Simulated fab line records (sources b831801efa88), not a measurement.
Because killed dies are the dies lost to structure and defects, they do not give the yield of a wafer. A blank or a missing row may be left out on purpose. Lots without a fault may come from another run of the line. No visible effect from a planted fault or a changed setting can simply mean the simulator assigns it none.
The tool behind it: which one? || flow gf180mcu || 13 lots with 39 wafers sampled at 4 steps, on a route of 602 steps

## WHAT EACH GAUGE READ, for each wafer
GF_PASSIVATION_THK_MEAS_01. Usual: PASSIVATION_CVD_00_THK typically reads 997 nm, with standard deviation 12.
{"lot": "L167", "measured": "day 27 22:20", "on": "film_metro-02", "PASSIVATION_CVD_00_THK (nm)": "990 991 1012", "flag": ""}
{"lot": "L168", "measured": "day 28 02:43", "on": "film_metro-01", "PASSIVATION_CVD_00_THK (nm)": "1003 1000 1007", "flag": ""}
{"lot": "L169", "measured": "day 28 13:52", "on": "film_metro-04", "PASSIVATION_CVD_00_THK (nm)": "983 1016 1002", "flag": ""}
{"lot": "L170", "measured": "day 28 19:30", "on": "film_metro-04", "PASSIVATION_CVD_00_THK (nm)": "1003 1009 993", "flag": ""}
{"lot": "L171", "measured": "day 29 11:01", "on": "film_metro-01", "PASSIVATION_CVD_00_THK (nm)": "1006 995 1019", "flag": ""}
{"lot": "L172", "measured": "day 29 12:55", "on": "film_metro-04", "PASSIVATION_CVD_00_THK (nm)": "989 990 997", "flag": ""}
{"lot": "L173", "measured": "day 29 20:37", "on": "film_metro-02", "PASSIVATION_CVD_00_THK (nm)": "995 1021 1017", "flag": ""}
{"lot": "L174", "measured": "day 30 07:38", "on": "film_metro-04", "PASSIVATION_CVD_00_THK (nm)": "995 997 1021", "flag": ""}
{"lot": "L176", "measured": "day 31 08:56", "on": "film_metro-01", "PASSIVATION_CVD_00_THK (nm)": "983 999 1005", "flag": ""}
{"lot": "L181", "measured": "day 32 13:40", "on": "film_metro-02", "PASSIVATION_CVD_00_THK (nm)": "999 1001 1007", "flag": ""}
{"lot": "L185", "measured": "day 33 04:08", "on": "film_metro-04", "PASSIVATION_CVD_00_THK (nm)": "980 995 1004", "flag": ""}
{"lot": "L186", "measured": "day 33 16:46", "on": "film_metro-01", "PASSIVATION_CVD_00_THK (nm)": "993 986 1004", "flag": ""}
{"lot": "L187", "measured": "day 33 18:11", "on": "film_metro-04", "PASSIVATION_CVD_00_THK (nm)": "984 997 1009", "flag": ""}

## WHICH TOOL RAN EACH LOT (tool, then ch and the chambers of the sampled wafers, then the start)
{"lot": "L167", "GF_V3_CLEAN_20": "wet_bench-01 ch 2, day 22 03:15", "GF_V5_CMP_26": "cmp-02 ch 2,3, day 27 00:26", "GF_TOP_METAL_SPUTTER_02": "pvd_sputter-01, day 27 00:49"}
{"lot": "L168", "GF_V3_CLEAN_20": "wet_bench-04 ch 1, day 22 08:54", "GF_V5_CMP_26": "cmp-02 ch 1,3, day 27 05:32", "GF_TOP_METAL_SPUTTER_02": "pvd_sputter-04, day 27 05:58"}
{"lot": "L169", "GF_V3_CLEAN_20": "wet_bench-04 ch 2, day 22 21:49", "GF_V5_CMP_26": "cmp-02 ch 2,3, day 27 17:04", "GF_TOP_METAL_SPUTTER_02": "pvd_sputter-03, day 27 17:29"}
{"lot": "L170", "GF_V3_CLEAN_20": "wet_bench-02 ch 1, day 23 03:55", "GF_V5_CMP_26": "cmp-01 ch 0,3, day 27 22:19", "GF_TOP_METAL_SPUTTER_02": "pvd_sputter-04, day 27 22:44"}
{"lot": "L171", "GF_V3_CLEAN_20": "wet_bench-01 ch 2, day 23 23:22", "GF_V5_CMP_26": "cmp-01 ch 0,1,2, day 28 14:38", "GF_TOP_METAL_SPUTTER_02": "pvd_sputter-01, day 28 15:04"}
{"lot": "L172", "GF_V3_CLEAN_20": "wet_bench-02 ch 1, day 24 01:42", "GF_V5_CMP_26": "cmp-02 ch 0,1,3, day 28 16:41", "GF_TOP_METAL_SPUTTER_02": "pvd_sputter-01, day 28 17:04"}
{"lot": "L173", "GF_V3_CLEAN_20": "wet_bench-02 ch 1, day 24 10:10", "GF_V5_CMP_26": "cmp-01 ch 1,3, day 29 01:01", "GF_TOP_METAL_SPUTTER_02": "pvd_sputter-01, day 29 01:27"}
{"lot": "L174", "GF_V3_CLEAN_20": "wet_bench-01 ch 0, day 24 22:26", "GF_V5_CMP_26": "cmp-02 ch 1,2, day 29 11:24", "GF_TOP_METAL_SPUTTER_02": "pvd_sputter-04, day 29 11:50"}
{"lot": "L176", "GF_V3_CLEAN_20": "wet_bench-01 ch 2, day 26 03:46", "GF_V5_CMP_26": "cmp-01 ch 0,1,3, day 30 13:55", "GF_TOP_METAL_SPUTTER_02": "pvd_sputter-04, day 30 14:17"}
{"lot": "L181", "GF_V3_CLEAN_20": "wet_bench-04 ch 1, day 27 16:14", "GF_V5_CMP_26": "cmp-01 ch 0,2,3, day 31 20:17", "GF_TOP_METAL_SPUTTER_02": "pvd_sputter-04, day 31 20:43"}
{"lot": "L185", "GF_V3_CLEAN_20": "wet_bench-01 ch 2, day 28 08:56", "GF_V5_CMP_26": "cmp-02 ch 0,1,3, day 32 10:32", "GF_TOP_METAL_SPUTTER_02": "pvd_sputter-03, day 32 10:49"}
{"lot": "L186", "GF_V3_CLEAN_20": "wet_bench-02 ch 0, day 29 00:08", "GF_V5_CMP_26": "cmp-02 ch 0,2,3, day 32 23:08", "GF_TOP_METAL_SPUTTER_02": "pvd_sputter-03, day 32 23:34"}
{"lot": "L187", "GF_V3_CLEAN_20": "wet_bench-01 ch 2, day 29 02:10", "GF_V5_CMP_26": "cmp-01 ch 1,2,3, day 33 01:36", "GF_TOP_METAL_SPUTTER_02": "pvd_sputter-04, day 33 01:56"}
- GF_V3_CLEAN_20: cleans in DIW.
- GF_V5_CMP_26: polishes, stops on SiO2, t overpolish 15 s, target thk 0 nm.
- GF_TOP_METAL_SPUTTER_02: material AlCu, target thk 900 nm, time 47.82 s.

## WHAT THE TOOLS THEMSELVES READ (means of the sampled wafers that have a number; where no wafer has one, the mark that the record gives instead)
GF_V5_CMP_26. Usual: motor_current_A 11.2 A, standard deviation 0.94; overpolish_run_s 14.999 s, standard deviation 0.009; slurry_flow_ml_min 150.0, standard deviation 0.45; time_to_endpoint_s 84 s, standard deviation 3.1.
{"lot": "L167", "tool": "cmp-02", "motor_current_A (A)": 11.3, "overpolish_run_s (s)": 15.002, "slurry_flow_ml_min": 150.0, "time_to_endpoint_s (s)": 87, "flag": ""}
{"lot": "L168", "tool": "cmp-02", "motor_current_A (A)": 11.9, "overpolish_run_s (s)": 15.000, "slurry_flow_ml_min": 150.4, "time_to_endpoint_s (s)": 89, "flag": ""}
{"lot": "L169", "tool": "cmp-02", "motor_current_A (A)": 11.6, "overpolish_run_s (s)": 14.999, "slurry_flow_ml_min": 149.6, "time_to_endpoint_s (s)": 87, "flag": ""}
{"lot": "L170", "tool": "cmp-01", "motor_current_A (A)": 11.7, "overpolish_run_s (s)": 14.992, "slurry_flow_ml_min": 150.1, "time_to_endpoint_s (s)": 86, "flag": ""}
{"lot": "L171", "tool": "cmp-01", "motor_current_A (A)": 10.8, "overpolish_run_s (s)": 14.993, "slurry_flow_ml_min": 150.3, "time_to_endpoint_s (s)": 86, "flag": ""}
{"lot": "L172", "tool": "cmp-02", "motor_current_A (A)": 11.8, "overpolish_run_s (s)": 15.001, "slurry_flow_ml_min": 149.8, "time_to_endpoint_s (s)": 85, "flag": ""}
{"lot": "L173", "tool": "cmp-01", "motor_current_A (A)": 11.3, "overpolish_run_s (s)": 14.997, "slurry_flow_ml_min": 149.8, "time_to_endpoint_s (s)": 85, "flag": ""}
{"lot": "L174", "tool": "cmp-02", "motor_current_A (A)": 11.0, "overpolish_run_s (s)": 14.990, "slurry_flow_ml_min": 149.9, "time_to_endpoint_s (s)": 87, "flag": ""}
{"lot": "L176", "tool": "cmp-01", "motor_current_A (A)": 11.0, "overpolish_run_s (s)": 14.991, "slurry_flow_ml_min": 150.0, "time_to_endpoint_s (s)": 83, "flag": ""}
{"lot": "L181", "tool": "cmp-01", "motor_current_A (A)": 11.4, "overpolish_run_s (s)": 15.004, "slurry_flow_ml_min": 150.3, "time_to_endpoint_s (s)": 84, "flag": ""}
{"lot": "L185", "tool": "cmp-02", "motor_current_A (A)": 11.5, "overpolish_run_s (s)": 14.994, "slurry_flow_ml_min": 150.0, "time_to_endpoint_s (s)": 82, "flag": ""}
{"lot": "L186", "tool": "cmp-02", "motor_current_A (A)": 11.5, "overpolish_run_s (s)": 15.001, "slurry_flow_ml_min": 150.3, "time_to_endpoint_s (s)": 86, "flag": ""}
{"lot": "L187", "tool": "cmp-01", "motor_current_A (A)": 10.3, "overpolish_run_s (s)": 14.989, "slurry_flow_ml_min": 150.5, "time_to_endpoint_s (s)": 83, "flag": ""}

GF_TOP_METAL_SPUTTER_02. Usual: cathode_dc_power_W 10600 W, standard deviation 2.1; throttle_valve_pct 29.8 %, standard deviation 1.3.
{"lot": "L167", "tool": "pvd_sputter-01", "cathode_dc_power_W (W)": 10601, "throttle_valve_pct (%)": 29.3, "flag": ""}
{"lot": "L168", "tool": "pvd_sputter-04", "cathode_dc_power_W (W)": 10601, "throttle_valve_pct (%)": 30.4, "flag": ""}
{"lot": "L169", "tool": "pvd_sputter-03", "cathode_dc_power_W (W)": 10600, "throttle_valve_pct (%)": 30.2, "flag": ""}
{"lot": "L170", "tool": "pvd_sputter-04", "cathode_dc_power_W (W)": 10603, "throttle_valve_pct (%)": 30.5, "flag": ""}
{"lot": "L171", "tool": "pvd_sputter-01", "cathode_dc_power_W (W)": 10599, "throttle_valve_pct (%)": 28.9, "flag": ""}
{"lot": "L172", "tool": "pvd_sputter-01", "cathode_dc_power_W (W)": 10603, "throttle_valve_pct (%)": 28.4, "flag": ""}
{"lot": "L173", "tool": "pvd_sputter-01", "cathode_dc_power_W (W)": 10599, "throttle_valve_pct (%)": 28.2, "flag": ""}
{"lot": "L174", "tool": "pvd_sputter-04", "cathode_dc_power_W (W)": 10601, "throttle_valve_pct (%)": 30.2, "flag": ""}
{"lot": "L176", "tool": "pvd_sputter-04", "cathode_dc_power_W (W)": 10596, "throttle_valve_pct (%)": 30.2, "flag": ""}
{"lot": "L181", "tool": "pvd_sputter-04", "cathode_dc_power_W (W)": 10598, "throttle_valve_pct (%)": 29.3, "flag": ""}
{"lot": "L185", "tool": "pvd_sputter-03", "cathode_dc_power_W (W)": 10603, "throttle_valve_pct (%)": 29.5, "flag": ""}
{"lot": "L186", "tool": "pvd_sputter-03", "cathode_dc_power_W (W)": 10601, "throttle_valve_pct (%)": 29.9, "flag": ""}
{"lot": "L187", "tool": "pvd_sputter-04", "cathode_dc_power_W (W)": 10601, "throttle_valve_pct (%)": 30.0, "flag": ""}

## THE ANSWER, worked out from the rows above alone
Rule: take the mean of a lot's wafers that have a number; if it is more than 3 standard deviations from the usual mean, the lot is off. Also off: a lot with no number at a reading for which 4 or more lots have one. Where the step has rows for the other lots, those lots are counted as sound. Order of review: gauges by route order, followed by the tools' own readings, for which a lot's mean as printed above is used. The first step at which some lot is off is used, and at that step the reading that is off furthest; a lot without a number counts as furthest.
Across all readings shown, no lot is off: no conclusion can be drawn from this.

## WHAT THE SIMULATOR HAD INSERTED
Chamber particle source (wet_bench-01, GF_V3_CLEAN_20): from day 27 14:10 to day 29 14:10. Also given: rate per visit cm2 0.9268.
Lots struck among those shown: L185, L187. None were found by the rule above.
